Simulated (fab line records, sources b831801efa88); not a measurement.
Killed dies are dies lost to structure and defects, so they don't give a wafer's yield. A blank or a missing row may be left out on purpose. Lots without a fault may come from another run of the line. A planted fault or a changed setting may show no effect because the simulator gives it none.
Which tool did it? | flow gf180mcu | 14 lots, 40 wafers sampled, at 3 steps of a route of 602

WHAT THE GAUGES READ, wafer by wafer
GF_NSD_TW_MEAS_12. Usual: NSD_TW 4281, standard deviation 24.
lot  | measured     | on            | NSD_TW         | flag
L475 | day 13 04:29 | film_metro-02 | 4322 4287 4289 |
L476 | day 13 18:17 | film_metro-04 | 4280 4260 4269 |
L477 | day 13 20:55 | film_metro-04 | 4293 4268 4291 |
L478 | day 14 13:52 | film_metro-02 | 4215 4245 4254 |
L479 | day 15 12:25 | film_metro-04 | 4282 4274 4282 |
L482 | day 16 03:28 | film_metro-04 | 4316 4293 4292 |
L481 | day 16 13:07 | film_metro-04 | 4303 4310 4296 |
L483 | day 16 23:17 | film_metro-02 | 4289 4271 4259 |
L484 | day 17 07:19 | film_metro-01 | 4278 4268 4304 |
L486 | day 17 12:55 | film_metro-02 | 4244 4240      |
L489 | day 18 19:37 | film_metro-02 | 4241 4284      |
L494 | day 19 23:30 | film_metro-02 | 4299 4281 4248 |
L497 | day 20 22:13 | film_metro-04 | 4298 4306 4293 |
L498 | day 21 19:52 | film_metro-04 | 4286 4305 4310 |

GF_PSD_OVL_MEAS_08. Usual: PSD_OVL 0.3 nm, standard deviation 1.5.
lot  | measured     | on         | PSD_OVL (nm)   | flag
L475 | day 14 00:20 | overlay-02 | -0.4 2.5 0.3   |
L476 | day 14 14:53 | overlay-02 | -2.5 -1.0 -1.4 |
L477 | day 14 17:20 | overlay-01 | 1.4 1.4 1.3    |
L478 | day 15 11:37 | overlay-01 | 1.5 -1.5 1.1   |
L479 | day 16 10:28 | overlay-01 | 1.0 2.6 2.4    |
L482 | day 17 02:02 | overlay-02 | 0.0 -1.9 -0.2  |
L481 | day 17 11:26 | overlay-02 | -0.5 0.2 -2.2  |
L483 | day 17 20:35 | overlay-02 | -0.8 0.4 -0.8  |
L484 | day 18 06:32 | overlay-01 | -0.6 -1.2 1.0  |
L486 | day 18 21:26 | overlay-01 | -1.1 1.0       |
L489 | day 19 19:31 | overlay-01 | -0.8 -0.7      |
L494 | day 20 23:16 | overlay-02 | -0.5 1.2 2.3   |
L497 | day 21 22:12 | overlay-01 | 0.7 3.5 0.8    |
L498 | day 22 18:49 | overlay-02 | -0.1 0.3 1.4   |

GF_CONTACT_THK_MEAS_01. Usual: CONTACT_CVD_00_THK 298 nm, standard deviation 4.5.
lot  | measured     | on            | CONTACT_CVD_00_THK (nm) | flag
L475 | day 14 22:55 | film_metro-02 | 294 301 296             |
L476 | day 15 13:50 | film_metro-04 | 294 293 297             |
L477 | day 15 16:39 | film_metro-02 | 305 310 301             |
L478 | day 16 11:22 | film_metro-03 | 296 296 299             |
L479 | day 17 10:28 | film_metro-03 | 306 309 310             |
L482 | day 18 02:13 | film_metro-04 | 296 296 295             |
L481 | day 18 14:35 | film_metro-02 | 293 297 294             |
L483 | day 18 20:47 | film_metro-04 | 303 299 298             |
L484 | day 19 07:33 | film_metro-02 | 298 309 299             |
L486 | day 19 23:19 | film_metro-04 | 300 298                 |
L489 | day 20 21:29 | film_metro-02 | 304 304                 |
L494 | day 22 00:28 | film_metro-02 | 297 292 294             |
L497 | day 22 23:04 | film_metro-03 | 305 300 301             |
L498 | day 23 19:09 | film_metro-04 | 299 303 305             |

WHICH TOOL RAN EACH LOT (tool, then ch and the chambers of the sampled wafers, then the start)
The record holds no process step before these readings.

WHAT THE TOOLS THEMSELVES READ (means of the sampled wafers that have a number; where no wafer has one, the mark that the record gives instead)
The record holds no such reading with a usual standard deviation.

THE ANSWER, worked out from the rows above alone
Rule: a lot is off if the mean of its wafers that have a number lies more than 3 standard deviations from the usual mean. A lot without any number at a reading at which 4 lots or more have one is off too. The other lots that the step has rows for count as sound. The gauges are gone through in route order, then the tools' own readings, and for those a lot's mean is taken as printed above. The first step at which some lot is off is used, and at that step the reading that is off furthest; a lot without a number counts as furthest.
No lot is off at any reading shown: from this, nothing can be told.

WHAT THE SIMULATOR HAD PUT IN
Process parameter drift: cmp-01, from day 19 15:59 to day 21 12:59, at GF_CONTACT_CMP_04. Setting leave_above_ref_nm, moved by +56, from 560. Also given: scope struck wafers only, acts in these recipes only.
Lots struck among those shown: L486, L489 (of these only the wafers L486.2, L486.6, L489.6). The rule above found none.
